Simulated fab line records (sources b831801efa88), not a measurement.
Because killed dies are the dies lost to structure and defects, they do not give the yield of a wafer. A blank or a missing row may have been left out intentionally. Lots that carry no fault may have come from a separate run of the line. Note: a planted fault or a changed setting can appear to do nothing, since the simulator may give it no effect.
Which tool did it? / flow gf180mcu / 39 wafers from 13 lots sampled at 4 of the route's 602 steps

WHAT THE GAUGES SHOWED, per wafer
GF_HV_LDD_TW_MEAS_38. Usual: for HV_LDD_3_TW the level is 1429 and the standard deviation is 17.
lot=L443; measured=day 11 17:43; on=film metro-04; HV_LDD_3_TW=1415 1414 1409; flag=
lot=L445; measured=day 12 12:09; on=film metro-03; HV_LDD_3_TW=1435 1436 1433; flag=
lot=L446; measured=day 12 18:41; on=film metro-03; HV_LDD_3_TW=1424 1431 1424; flag=
lot=L448; measured=day 13 13:10; on=film metro-03; HV_LDD_3_TW=1419 1415 1419; flag=
lot=L449; measured=day 13 15:23; on=film metro-02; HV_LDD_3_TW=1449 1453 1457; flag=
lot=L450; measured=day 14 07:23; on=film metro-02; HV_LDD_3_TW=1453 1457 1451; flag=
lot=L452; measured=day 15 01:10; on=film metro-04; HV_LDD_3_TW=1409 1398 1410; flag=
lot=L453; measured=day 15 08:35; on=film metro-04; HV_LDD_3_TW=1410 1403 1412; flag=
lot=L454; measured=day 15 17:34; on=film metro-02; HV_LDD_3_TW=1450 1454 1461; flag=
lot=L456; measured=day 16 04:16; on=film metro-04; HV_LDD_3_TW=1416 1421 1423; flag=
lot=L462; measured=day 18 06:40; on=film metro-02; HV_LDD_3_TW=1463 1452 1459; flag=
lot=L463; measured=day 18 20:48; on=film metro-03; HV_LDD_3_TW=1422 1414 1420; flag=
lot=L465; measured=day 19 08:26; on=film metro-04; HV_LDD_3_TW=1423 1418 1418; flag=

GF_SAB_THK_MEAS_01. Usual: for SAB_CVD_00_THK the level is 50.0 nm and the standard deviation is 0.68.
lot=L443; measured=day 14 07:07; on=film metro-03; SAB_CVD_00_THK (nm)=51.2 51.0 49.9; flag=
lot=L445; measured=day 15 04:37; on=film metro-01; SAB_CVD_00_THK (nm)=48.9 49.7 49.5; flag=
lot=L446; measured=day 15 10:43; on=film metro-01; SAB_CVD_00_THK (nm)=50.0 49.6 50.0; flag=
lot=L448; measured=day 16 06:43; on=film metro-02; SAB_CVD_00_THK (nm)=49.1 50.3 50.2; flag=
lot=L449; measured=day 16 11:19; on=film metro-02; SAB_CVD_00_THK (nm)=50.3 49.7 50.2; flag=
lot=L450; measured=day 17 02:44; on=film metro-03; SAB_CVD_00_THK (nm)=49.6 50.4 50.9; flag=
lot=L452; measured=day 17 23:52; on=film metro-02; SAB_CVD_00_THK (nm)=65.2 49.0 65.8; flag=OFF
lot=L453; measured=day 18 07:58; on=film metro-02; SAB_CVD_00_THK (nm)=50.1 50.8 50.2; flag=
lot=L454; measured=day 18 16:23; on=film metro-01; SAB_CVD_00_THK (nm)=50.3 50.3 51.3; flag=
lot=L456; measured=day 19 08:34; on=film metro-03; SAB_CVD_00_THK (nm)=65.4 50.8 50.5; flag=OFF
lot=L462; measured=day 21 12:21; on=film metro-01; SAB_CVD_00_THK (nm)=50.2 49.3 49.4; flag=
lot=L463; measured=day 22 00:31; on=film metro-02; SAB_CVD_00_THK (nm)=49.5 50.1 50.1; flag=
lot=L465; measured=day 22 12:51; on=film metro-03; SAB_CVD_00_THK (nm)=50.5 49.8 50.3; flag=

WHAT TOOL EACH LOT RAN ON (gives the tool, then ch and the chambers of the sampled wafers, and finally the start)
lot=L443; GF_PSD_RTA_13=rtp anneal-02 ch 0, day 14 06:47; GF_SAB_CVD_00=pecvd-02 ch 0,1,2, day 14 07:04
lot=L445; GF_PSD_RTA_13=rtp anneal-01 ch 0, day 15 04:16; GF_SAB_CVD_00=pecvd-01 ch 1,2, day 15 04:35
lot=L446; GF_PSD_RTA_13=rtp anneal-02 ch 0, day 15 10:22; GF_SAB_CVD_00=pecvd-01 ch 0,1,2, day 15 10:41
lot=L448; GF_PSD_RTA_13=rtp anneal-02 ch 0, day 16 06:17; GF_SAB_CVD_00=pecvd-03 ch 0,2, day 16 06:40
lot=L449; GF_PSD_RTA_13=rtp anneal-02 ch 0, day 16 10:57; GF_SAB_CVD_00=pecvd-03 ch 0,1,2, day 16 11:17
lot=L450; GF_PSD_RTA_13=rtp anneal-02 ch 0, day 17 02:23; GF_SAB_CVD_00=pecvd-03 ch 0,2, day 17 02:41
lot=L452; GF_PSD_RTA_13=rtp anneal-02 ch 0, day 17 23:31; GF_SAB_CVD_00=pecvd-03 ch 0,1,2, day 17 23:50
lot=L453; GF_PSD_RTA_13=rtp anneal-01 ch 0, day 18 07:37; GF_SAB_CVD_00=pecvd-01 ch 0,1,2, day 18 07:56
lot=L454; GF_PSD_RTA_13=rtp anneal-02 ch 0, day 18 16:03; GF_SAB_CVD_00=pecvd-01 ch 0,1,2, day 18 16:20
lot=L456; GF_PSD_RTA_13=rtp anneal-02 ch 0, day 19 08:13; GF_SAB_CVD_00=pecvd-03 ch 0,1,2, day 19 08:33
lot=L462; GF_PSD_RTA_13=rtp anneal-01 ch 0, day 21 12:00; GF_SAB_CVD_00=pecvd-02 ch 0,1,2, day 21 12:20
lot=L463; GF_PSD_RTA_13=rtp anneal-01 ch 0, day 22 00:11; GF_SAB_CVD_00=pecvd-03 ch 1,2, day 22 00:29
lot=L465; GF_PSD_RTA_13=rtp anneal-02 ch 0, day 22 12:30; GF_SAB_CVD_00=pecvd-01 ch 0,1,2, day 22 12:50
- GF_PSD_RTA_13: time 20 s.
- GF_SAB_CVD_00: deposits SiO2 from TEOS, target thk 50 nm, time 4.9302 s.

WHAT THE TOOLS THEMSELVES READ (means of the sampled wafers that have a number; where no wafer has one, the mark that the record gives instead)
GF_PSD_RTA_13. Usual: lamp power pct 38.1 %, standard deviation 0.55; wafer_temp_C_max 1030.1, standard deviation 1.9.
lot=L443; tool=rtp anneal-02; lamp power pct (%)=37.7; wafer_temp_C_max=1028.8; flag=
lot=L445; tool=rtp anneal-01; lamp power pct (%)=38.8; wafer_temp_C_max=1030.8; flag=
lot=L446; tool=rtp anneal-02; lamp power pct (%)=37.7; wafer_temp_C_max=1028.8; flag=
lot=L448; tool=rtp anneal-02; lamp power pct (%)=37.7; wafer_temp_C_max=1029.0; flag=
lot=L449; tool=rtp anneal-02; lamp power pct (%)=37.7; wafer_temp_C_max=1028.8; flag=
lot=L450; tool=rtp anneal-02; lamp power pct (%)=37.7; wafer_temp_C_max=1029.6; flag=
lot=L452; tool=rtp anneal-02; lamp power pct (%)=37.7; wafer_temp_C_max=1029.2; flag=
lot=L453; tool=rtp anneal-01; lamp power pct (%)=38.8; wafer_temp_C_max=1031.0; flag=
lot=L454; tool=rtp anneal-02; lamp power pct (%)=37.7; wafer_temp_C_max=1028.6; flag=
lot=L456; tool=rtp anneal-02; lamp power pct (%)=37.7; wafer_temp_C_max=1029.2; flag=
lot=L462; tool=rtp anneal-01; lamp power pct (%)=38.8; wafer_temp_C_max=1032.4; flag=
lot=L463; tool=rtp anneal-01; lamp power pct (%)=38.8; wafer_temp_C_max=1032.6; flag=
lot=L465; tool=rtp anneal-02; lamp power pct (%)=37.6; wafer_temp_C_max=1028.4; flag=

GF_SAB_CVD_00. Usual: 606 W for heater power w, sd 94.
lot=L443; tool=pecvd-02; heater power w (W)=601; flag=
lot=L445; tool=pecvd-01; heater power w (W)=527; flag=
lot=L446; tool=pecvd-01; heater power w (W)=639; flag=
lot=L448; tool=pecvd-03; heater power w (W)=622; flag=
lot=L449; tool=pecvd-03; heater power w (W)=664; flag=
lot=L450; tool=pecvd-03; heater power w (W)=587; flag=
lot=L452; tool=pecvd-03; heater power w (W)=588; flag=
lot=L453; tool=pecvd-01; heater power w (W)=641; flag=
lot=L454; tool=pecvd-01; heater power w (W)=618; flag=
lot=L456; tool=pecvd-03; heater power w (W)=578; flag=
lot=L462; tool=pecvd-02; heater power w (W)=559; flag=
lot=L463; tool=pecvd-03; heater power w (W)=631; flag=
lot=L465; tool=pecvd-01; heater power w (W)=598; flag=

THE ANSWER, worked out from the rows above alone
Rule: a lot is off if the mean of its wafers that have a number lies more than 3 standard deviations from the usual mean. A lot without any number at a reading at which 4 lots or more have one is off too. All remaining lots with rows at the step are treated as sound. First the gauges in route order, then the tools' own readings, where a lot's mean is used as printed above. The first step at which some lot is off is used, and at that step the reading that is off furthest; a lot without a number counts as furthest.
Off: at GF_SAB_THK_MEAS_01 (SAB_CVD_00_THK), L452, L456.
If a tool, at a process step before that reading, ran all the lots that are off and no sound lot after the first of them, it fits. Gauges at GF_SAB_THK_MEAS_01: tried the same way as those tools. No candidate that was tried fits.

WHAT THE SIMULATOR HAD PUT IN
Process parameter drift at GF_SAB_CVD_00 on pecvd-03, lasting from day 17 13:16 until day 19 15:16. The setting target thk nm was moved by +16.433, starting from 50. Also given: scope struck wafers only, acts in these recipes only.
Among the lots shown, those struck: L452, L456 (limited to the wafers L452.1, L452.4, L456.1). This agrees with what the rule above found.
